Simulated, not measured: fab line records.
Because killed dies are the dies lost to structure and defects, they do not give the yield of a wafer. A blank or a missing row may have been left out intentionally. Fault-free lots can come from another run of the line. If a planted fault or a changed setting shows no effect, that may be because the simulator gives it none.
A struck lot beside a sound one || flow sky130 || 17 out of 708 route steps
Sound: the wafers L901.3, L901.4, L901.6. Wafers L906.1, L906.2, L906.4 were the ones struck. The cause comes at the end.
At each step with rows: each side's tool, then ch and its chambers, then its first start. Under that, the readings that differ: sound wafers || struck wafers || difference of the means || sigmas: that difference in standard deviations of wafers without a fault.
alike: same words and numbers on both sides, and readings whose means sit less than 2 such deviations apart. not compared: any withheld reading, any reading some wafer has no value for, any bound like >300 that may hide the same value, and any number with overlapping values for which the record gives no deviation.
A row with sigmas, a row that says differs or no value, or rows on one side alone: a step with any of these is where the two part. Numbers that have no deviation but don't overlap get no sigmas and don't part them. A reading missing from all wafers of one side parts the sides only when that side holds two or more wafers.

SKY_VT_ADJUST_HVTP_OVL_MEAS_08:
  sound: overlay-01 at day 10 06:34; struck: overlay-02 at day 11 14:56
{"reading": "VT_ADJUST_HVTP_OVL (nm)", "sound": "-0.9 -0.3 1.4", "struck": "3.0 3.1 2.5", "difference": "+2.8", "sigmas": "+2"}
next, for these wafers, 1 step has no rows: SKY_VT_ADJUST_HVTP_IMPLANT_09.
SKY_VT_ADJUST_HVTP_STRIP_10: strips in O2/N2.
  sound on plasma asher-04 ch 0,1, day 10 06:46; struck on plasma asher-03 ch 0,1, day 11 15:08
  alike: drypump motor current A, oes product au, strip time to endpoint s
  not compared: rf hours counter h
SKY_VT_ADJUST_HVTP_TW_MEAS_11:
  sound: film metro-01 at day 10 06:52; struck: film metro-04 at day 11 15:14
  alike: VT_ADJUST_HVTP_TW
then, 7 steps without rows for these wafers: SKY_VT_ADJUST_LVTN_DEHYDRATE_00 (time 60 s); SKY_VT_ADJUST_LVTN_HMDS_01 (prime time 60 s); SKY_VT_ADJUST_LVTN_COAT_02 (resist thk 3000 nm); SKY_VT_ADJUST_LVTN_SOFTBAKE_03; SKY_VT_ADJUST_LVTN_EXPOSE_04 (exposes mask NWM COMPLEMENT LESS NATIVE, target cd 840 nm); SKY_VT_ADJUST_LVTN_PEB_05; SKY_VT_ADJUST_LVTN_DEVELOP_06 (develop time 60 s).
SKY_VT_ADJUST_LVTN_OVL_MEAS_07:
  sound: overlay-01 at day 11 05:41; struck: overlay-01 at day 12 14:52
  alike: VT_ADJUST_LVTN_OVL
SKY_VT_ADJUST_LVTN_IMPLANT_08:
  sound on implanter-04 ch 0, day 11 05:46; struck on implanter-02 ch 0, day 12 14:55
{"reading": "dose ions cm2", "sound": "1.5678e+12 1.5681e+12 1.5673e+12", "struck": "2.5011e+12 2.4985e+12 2.5005e+12", "difference": "+9.3230e+11", "sigmas": "+99 or more"}
{"reading": "faraday current uA", "sound": "8.64 8.52 8.57", "struck": "14.64 14.21 14.17", "difference": "+5.76", "sigmas": "+32"}
SKY_VT_ADJUST_LVTN_STRIP_09: strips in O2/N2.
  sound on plasma asher-04 ch 0,1, day 11 05:53; struck on plasma asher-01 ch 0,1, day 12 15:04
  alike: drypump motor current A, oes product au, strip time to endpoint s
  not compared: rf hours counter h
SKY_VT_ADJUST_LVTN_TW_MEAS_10:
  sound: film metro-02 at day 11 05:59; struck: film metro-03 at day 12 15:10
{"reading": "VT_ADJUST_LVTN_TW", "sound": "240.6 238.6 239.2", "struck": "274.4 275.3 276.6", "difference": "+36.0", "sigmas": "+26"}
then, 1 step without rows for these wafers: SKY_VT_ADJUST_LVTN_DEHYDRATE_11 (time 60 s).
-- the record jumps here: 38 days lie between the struck wafers' starts before and after (it left off in module VT_ADJUST_LVTN and takes up again in module PAD_OPEN, whose first step shown is number 708 of the route) --
SKY_PAD_OPEN_PROBE_99:
  sound: prober-01 at day 49 16:32; struck: prober-01 at day 50 18:08
{"reading": "killed dies", "sound": "113 103 85", "struck": "74 75 84", "difference": -23, "sigmas": -3}
{"reading": "killed open", "sound": "65 63 45", "struck": "46 33 39", "difference": -18, "sigmas": -3}
{"reading": "model.etest.nfet_01v8_lvt.drive ua um", "sound": "592.3 583.4 616.2", "struck": "559.6 539.8 559.5", "difference": -44.3, "sigmas": ""}
{"reading": "model.etest.nfet_01v8_lvt.vt sat v (V)", "sound": "0.5315 0.5355 0.5155", "struck": "0.5608 0.5749 0.5615", "difference": "+0.0382", "sigmas": ""}
{"reading": "model.etest.nfet_01v8.vt sat v (V)", "sound": "0.6426 0.6463 0.6281", "struck": "0.6642 0.6747 0.66", "difference": "+0.0273", "sigmas": ""}
{"reading": "model.etest.nfet_01v8_swapped.vt sat v (V)", "sound": "0.6436 0.6446 0.6294", "struck": "0.6659 0.677 0.6698", "difference": "+0.0317", "sigmas": ""}
{"reading": "model.etest.nfet_01v8_turned.vt sat v (V)", "sound": "0.6432 0.6448 0.6274", "struck": "0.6668 0.6787 0.6659", "difference": "+0.0320", "sigmas": ""}
{"reading": "model.etest.nfet_01v8_lvt.vt v (V)", "sound": "0.6088 0.6045 0.5985", "struck": "0.621 0.6359 0.6291", "difference": "+0.025", "sigmas": ""}
{"reading": "model.etest.nfet_01v8_lvt.vt long v (V)", "sound": "0.442 0.437 0.4338", "struck": "0.4566 0.4634 0.4604", "difference": "+0.0225", "sigmas": ""}
{"reading": "model.etest.nfet_01v8_swapped.vt v (V)", "sound": "0.6974 0.6944 0.6851", "struck": "0.7134 0.7193 0.7142", "difference": "+0.0233", "sigmas": ""}
  alike: killed_at_M0_to_M3, killed_at_M4_up, killed at contacts, killed at front end, killed at other, killed short

== WHERE THEY PART ==
At SKY_VT_ADJUST_HVTP_OVL_MEAS_08 first; at SKY_PAD_OPEN_PROBE_99 last (within this record only).

WHY: what had been put in by the simulator
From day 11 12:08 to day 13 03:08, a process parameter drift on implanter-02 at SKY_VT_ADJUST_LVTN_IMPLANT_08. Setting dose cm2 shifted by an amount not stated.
